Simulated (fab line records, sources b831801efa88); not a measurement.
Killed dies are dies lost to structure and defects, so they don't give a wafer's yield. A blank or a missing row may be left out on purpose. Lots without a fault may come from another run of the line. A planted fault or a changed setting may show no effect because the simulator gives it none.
A struck lot beside a sound one | flow sky130 | 38 steps out of a route of 708
Sound: wafers L367.2, L367.3, L367.6. Struck: wafers L359.2, L359.3, L359.5. The cause comes at the end.
At each step with rows: each side's tool, then ch and its chambers, then its first start. Under that, the readings that differ: sound wafers | struck wafers | difference of the means | sigmas: that difference in standard deviations of wafers without a fault.
alike: readings whose means differ by less than 2 such deviations, and words and numbers that are the same on both sides. not compared: withheld readings, readings that some wafer has no value for, bounds like >300 that may hide the same value, and numbers for which the record gives no deviation and whose values overlap.
The two part at a step that has a row with sigmas, a row that says differs or no value, or rows on one side only. Numbers that don't overlap but have no deviation are shown without sigmas and don't part them. A reading that every wafer of one side lacks parts them only if that side has two wafers or more.

first, 10 steps without rows for these wafers: SKY_GATE_OXIDE_COAT_05 (resist thk 1140 nm); SKY_GATE_OXIDE_SOFTBAKE_06 (time 60 s); SKY_GATE_OXIDE_EXPOSE_07 (exposes mask LVOM, target cd 600 nm); SKY_GATE_OXIDE_PEB_08; SKY_GATE_OXIDE_DEVELOP_09 (develop time 60 s); SKY_GATE_OXIDE_IMPLANT_11; SKY_GATE_OXIDE_WET_ETCH_12 (etches SiO2 in dHF, target depth 16.8 nm, time 329.8 s); SKY_GATE_OXIDE_STRIP_13 (strips in O2/N2); SKY_GATE_OXIDE_CLEAN_15 (cleans in SC1/SC2, time 150 s); SKY_GATE_OXIDE_OXIDATION_16 (stabilise 600 s, purge 300 s, target thk 3.57 nm).
SKY_POLY_GATE_CVD_00: deposits poly-Si, target thk 180 nm, time 720 s.
  sound on lpcvd-01 ch 1, day 21 00:23; struck on lpcvd-01 ch 1, day 17 19:14
  reading                                       | sound                | struck               | difference | sigmas
  spike_tc_bottom_C (C)                         | 637.8 639.1 640.4    | 624.8 624.7 623.5    | -14.8      | -6
  spike_tc_centre_C (C)                         | 619.5 616.3 617.4    | 602.4 603.6 605.4    | -13.9      | -13
  spike_tc_lower_C (C)                          | 617.8 617.7 618.9    | 606.2 606.2 607.0    | -11.7      | -12
  spike_tc_top_C (C)                            | 641.0 642.6 642.3    | 628.5 629.0 630.8    | -12.5      | -10
  spike_tc_upper_C (C)                          | 619.2 620.7 619.0    | 604.7 605.1 605.3    | -14.6      | -15
  susceptor_temp_C (C)                          | 620.03 620.05 620.17 | 606.07 606.02 605.84 | -14.11     | -50
  model.poly-Si_of_POLY_GATE_CVD_00.thk_nm (nm) | 179.8 180.4 179.7    | 128 126.7 127.6      | -53        |
  alike: zone_power_centre_pct
SKY_POLY_GATE_THK_MEAS_01:
  sound on film_metro-04, day 21 02:11; struck on film_metro-01, day 17 20:26
  reading                   | sound             | struck            | difference | sigmas
  POLY_GATE_CVD_00_THK (nm) | 179.8 180.7 179.7 | 128.1 126.7 127.6 | -52.6      | -31
then, 21 steps without rows for these wafers: SKY_RES_PROTECT_DEHYDRATE_00 (time 60 s); SKY_RES_PROTECT_HMDS_01 (prime time 60 s); SKY_RES_PROTECT_COAT_02 (resist thk 1140 nm); SKY_RES_PROTECT_SOFTBAKE_03 (time 60 s); SKY_RES_PROTECT_EXPOSE_04 (exposes mask RPM, target cd 1270 nm); SKY_RES_PROTECT_PEB_05; SKY_RES_PROTECT_DEVELOP_06 (develop time 60 s); SKY_POLY_GATE_IMPLANT_02; SKY_RES_PROTECT_STRIP_07 (strips in O2/N2); SKY_RES_PROTECT_CLEAN_09 (cleans in SC1/SC2, time 150 s); SKY_POLY_GATE_CVD_03 (deposits Si3N4 from DCS/NH3, target thk 75 nm, time 1290 s); SKY_POLY_GATE_DEHYDRATE_05 (time 60 s); SKY_POLY_GATE_HMDS_06 (prime time 60 s); SKY_POLY_GATE_COAT_07 (resist thk 110 nm); SKY_POLY_GATE_COAT_08 (resist thk 450 nm); SKY_POLY_GATE_SOFTBAKE_09 (time 90 s); SKY_POLY_GATE_EXPOSE_10 (exposes mask P1M, target cd 150 nm); SKY_POLY_GATE_PEB_11; SKY_POLY_GATE_DEVELOP_12 (develop time 60 s); SKY_POLY_GATE_ETCH_15 (etches BARC in N2/H2, stops on SiO2, time 118.5 s, target depth 110 nm); SKY_POLY_GATE_ETCH_16 (etches Si3N4 in CH3F/O2, stops on poly-Si, time 147.5 s, target depth 75 nm).
-- the record jumps here: 3 days lie between the struck wafers' starts before and after --
SKY_POLY_GATE_ETCH_17: etches poly-Si in HBr/Cl2, stops on SiO2, target depth 180 nm, time 70.5 s.
  sound on rie_si-02 ch 1,2,3, day 23 16:14; struck on rie_si-02 ch 0,1,3, day 20 12:20
  reading                               | sound             | struck            | difference | sigmas
  oes_product_au (a.u.)                 | 0.981 0.986 0.979 | 0.782 0.781 0.778 | -0.202     | -24
  model.POLY_GATE.feature_depth_nm (nm) | 177.1 179.8 177.1 | 127.4 126.1 126.9 | -51.2      |
  model.etch.depth_nm (nm)              | 177.1 179.8 177.1 | 127.4 126.1 126.9 | -51.2      |
  alike: drypump_motor_current_A, throttle_valve_pct
  not compared: rf_hours_counter_h
then, 2 steps without rows for these wafers: SKY_POLY_GATE_STRIP_18 (strips in O2/N2); SKY_POLY_GATE_CLEAN_19 (cleans in SC1/SC2, time 150 s).
-- the record jumps here: 8 days lie between the struck wafers' starts before and after (it left off in module POLY_GATE and takes up again in module POLY_CUT, whose first step shown is number 318 of the route) --
SKY_POLY_CUT_ETCH_11: etches Si3N4 in CF4/CH2F2/Ar, stops on poly-Si, time 42.5 s, target depth 60 nm.
  sound on rie_diel-01 ch 1,2, day 31 01:14; struck on rie_diel-01 ch 0,2,3, day 28 04:51
  reading                                       | sound           | struck          | difference | sigmas
  model.poly-Si_of_POLY_GATE_CVD_00.thk_nm (nm) | 179.1 179.6 179 | 127.3 126 126.8 | -52.5      |
  alike: ch2f2_flow_sccm, drypump_motor_current_A, oes_product_au, throttle_valve_pct
  not compared: rf_hours_counter_h
-- the record jumps here: 20 days lie between the struck wafers' starts before and after (it left off in module POLY_CUT and takes up again in module PAD_OPEN, whose first step shown is number 708 of the route) --
SKY_PAD_OPEN_PROBE_99:
  sound on prober-02, day 50 06:28; struck on prober-02, day 48 14:34
  reading                                 | sound             | struck            | difference | sigmas
  model.etest.res_high_po.line_ohm_um     | 759.6 735.6 740.2 | 984.6 1022 979.1  | +250.1     |
  model.etest.res_poly.line_ohm_um        | 505 507.2 506.8   | 723.1 770.1 693.7 | +222.6     |
  model.etest.tip_sonos.rs_ohm_sq         | 2787 2789 2840    | 2539 2545 2518    | -271       |
  model.etest.res_high_po.rs_ohm_sq       | 265.9 259.1 261.2 | 343.3 354.7 347.3 | +86.4      |
  model.etest.res_poly.rs_ohm_sq          | 49.19 47.55 48.72 | 66.87 68.45 67.73 | +19.20     |
  model.etest.cap_li_to_poly.c_af_um2     | 100.1 100.8 100.1 | 86.14 86.27 85.71 | -14.29     |
  model.etest.tip_n.rs_ohm_sq             | 441 441.5 440.6   | 438.3 437 437.6   | -3.4       |
  model.etest.res_high_po.rs_ohm_sq_range | 7.913 6.198 8.422 | 13.28 12.86 8.776 | +4.13      |
  alike: killed_at_M0_to_M3, killed_at_M4_up, killed_at_contacts, killed_at_front_end, killed_at_other, killed_dies, killed_open, killed_short

WHERE THEY PART
First at SKY_POLY_GATE_CVD_00; last, within this record, at SKY_POLY_GATE_ETCH_17. Later steps at which nothing parts them and some readings are alike: SKY_POLY_CUT_ETCH_11, SKY_PAD_OPEN_PROBE_99.

WHY: what the simulator had put in
Process parameter drift: lpcvd-01, from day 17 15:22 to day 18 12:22, at SKY_POLY_GATE_CVD_00. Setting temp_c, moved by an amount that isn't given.
